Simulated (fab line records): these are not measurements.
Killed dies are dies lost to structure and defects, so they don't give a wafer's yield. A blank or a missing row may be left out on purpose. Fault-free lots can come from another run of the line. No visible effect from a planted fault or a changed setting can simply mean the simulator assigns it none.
Comparing a struck lot with a sound one	flow sky130	35 out of 708 route steps
Sound: the wafers L759.2, L759.4, L759.5. Struck: wafers L755.1, L755.3, L755.5. At the end, the cause is stated.
Order at every step that has rows: each side's tool, ch and its chambers, its first start. Under that, the readings that differ: sound wafers	struck wafers	difference of the means	sigmas: that difference in standard deviations of wafers without a fault.
alike: words and numbers the same on both sides, and readings whose means are apart by under 2 such deviations; not compared: readings that were withheld, readings missing a value for some wafer, numbers with overlapping values and no deviation given by the record, and bounds like >300 which may hide the same value.
The two part at a step that has a row with sigmas, a row that says differs or no value, or rows on one side only. When numbers do not overlap yet have no deviation, they are printed without sigmas and do not part them. A reading missing from all wafers of one side parts the sides only when that side holds two or more wafers.

first, 10 steps without rows for these wafers: SKY_POLY_CUT_ETCH_10 (etches BARC in N2/H2, stops on SiO2, time 45.9 s, target depth 60 nm); SKY_POLY_CUT_ETCH_11 (etches Si3N4 in CF4/CH2F2/Ar, stops on poly-Si, time 41.59 s, target depth 60 nm); SKY_POLY_CUT_STRIP_12 (strips in O2/N2); SKY_SD_P_DEHYDRATE_00 (time 60 s); SKY_SD_P_HMDS_01 (prime time 60 s); SKY_SD_P_COAT_02 (resist thk 1140 nm); SKY_SD_P_SOFTBAKE_03 (time 60 s); SKY_SD_P_EXPOSE_04 (exposes mask PSDM, target cd 380 nm); SKY_SD_P_PEB_05; SKY_SD_P_DEVELOP_06 (develop time 60 s).
SKY_SD_P_IMPLANT_09:
  sound on implanter-02 ch 0, day 32 09:53; struck on implanter-04 ch 0, day 31 17:27
reading	sound	struck	difference	sigmas
beam_on_s (s)	12.1 12.6 12.4	16.8 16.9 17.1	+4.6	+6
dose_ions_cm2	3.005e+15 3.005e+15 3.007e+15	3.687e+15 3.692e+15 3.686e+15	+6.827e+14	+99 or more
SKY_SD_P_STRIP_10: strips in O2/N2.
  sound on plasma_asher-02 ch 0, day 32 10:01; struck on plasma_asher-01 ch 0,1, day 31 17:36
reading	sound	struck	difference	sigmas
oes_product_au (a.u.)	0.619 0.622 0.616	0.605 0.608 0.606	-0.013	-3
strip_time_to_endpoint_s (s)	17.46 17.45 17.43	17.84 17.84 17.79	+0.38	+8
  alike: drypump_motor_current_A
  not compared: rf_hours_counter_h
then, 21 steps without rows for these wafers: SKY_RES_XHIGH_DEHYDRATE_00 (time 60 s); SKY_RES_XHIGH_HMDS_01 (prime time 60 s); SKY_RES_XHIGH_COAT_02 (resist thk 1140 nm); SKY_RES_XHIGH_SOFTBAKE_03 (time 60 s); SKY_RES_XHIGH_EXPOSE_04 (exposes mask URPM, target cd 1270 nm); SKY_RES_XHIGH_PEB_05; SKY_RES_XHIGH_DEVELOP_06 (develop time 60 s); SKY_RES_XHIGH_IMPLANT_07; SKY_RES_XHIGH_STRIP_08 (strips in O2/N2); SKY_SD_N_DEHYDRATE_00 (time 60 s); SKY_SD_N_HMDS_01 (prime time 60 s); SKY_SD_N_COAT_02 (resist thk 1140 nm); SKY_SD_N_SOFTBAKE_03 (time 60 s); SKY_SD_N_EXPOSE_04 (exposes mask NSDM, target cd 380 nm); SKY_SD_N_PEB_05; SKY_SD_N_DEVELOP_06 (develop time 60 s); SKY_SD_N_IMPLANT_09; SKY_SD_N_IMPLANT_10; SKY_SD_N_STRIP_11 (strips in O2/N2); SKY_SD_N_CLEAN_13 (cleans in SC1/SC2, time 150 s); SKY_SD_N_RTA_14 (time 2 s).
-- the record jumps here: 2 days lie between the struck wafers' starts before and after --
SKY_SD_N_RS_MEAS_17: the measuring method here is four-point-probe.
  struck on film_metro-01, day 33 23:25; sound on film_metro-02, day 34 15:37
reading	sound	struck	difference	sigmas
SD_P_RS (ohm/sq)	148.2 148.3 148.3	144.7 144.5 144.9	-3.6	-10
-- record jumps: 16 days separate the struck wafers' starts on either side; left off in module SD_N, taken up again in module PAD_OPEN, whose first shown step is the route's number 708 --
SKY_PAD_OPEN_PROBE_99:
  struck on prober-02, day 50 05:56; sound on prober-01, day 50 13:34
reading	sound	struck	difference	sigmas
model.etest.res_high_po.line_ohm_um	744.7 746.7 740.1	663 670.7 654	-81	
model.etest.licon_high_po.rc_ohm	344.5 349.4 357.8	274.9 300.1 280.5	-65.4	
model.etest.res_pdiff.line_ohm_um	1397 1370 1403	1293 1311 1261	-102	
model.etest.licon_pdiff.rc_ohm	579.2 574.6 596.7	539.2 561.1 551.7	-32.8	
model.etest.res_high_po.rs_ohm_sq	256.2 265.6 260.8	231.9 233.4 231	-28.8	
model.etest.res_pdiff_hv.rs_ohm_sq	193 193.2 192.1	178.6 178.6 176.8	-14.8	
model.etest.res_pdiff.rs_ohm_sq	201 200.1 198.5	185.9 186.1 184.4	-14.4	
  alike: killed_at_M0_to_M3, killed_at_M4_up, killed_at_contacts, killed_at_front_end, killed_dies, killed_open, killed_short

## WHERE THEY PART
At SKY_SD_P_IMPLANT_09 first; at SKY_SD_N_RS_MEAS_17 last (within this record only). Later steps at which nothing parts them and some readings are alike: SKY_PAD_OPEN_PROBE_99.

WHY: whatever the simulator had introduced
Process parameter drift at SKY_SD_P_IMPLANT_09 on implanter-04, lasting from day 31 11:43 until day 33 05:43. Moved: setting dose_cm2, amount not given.
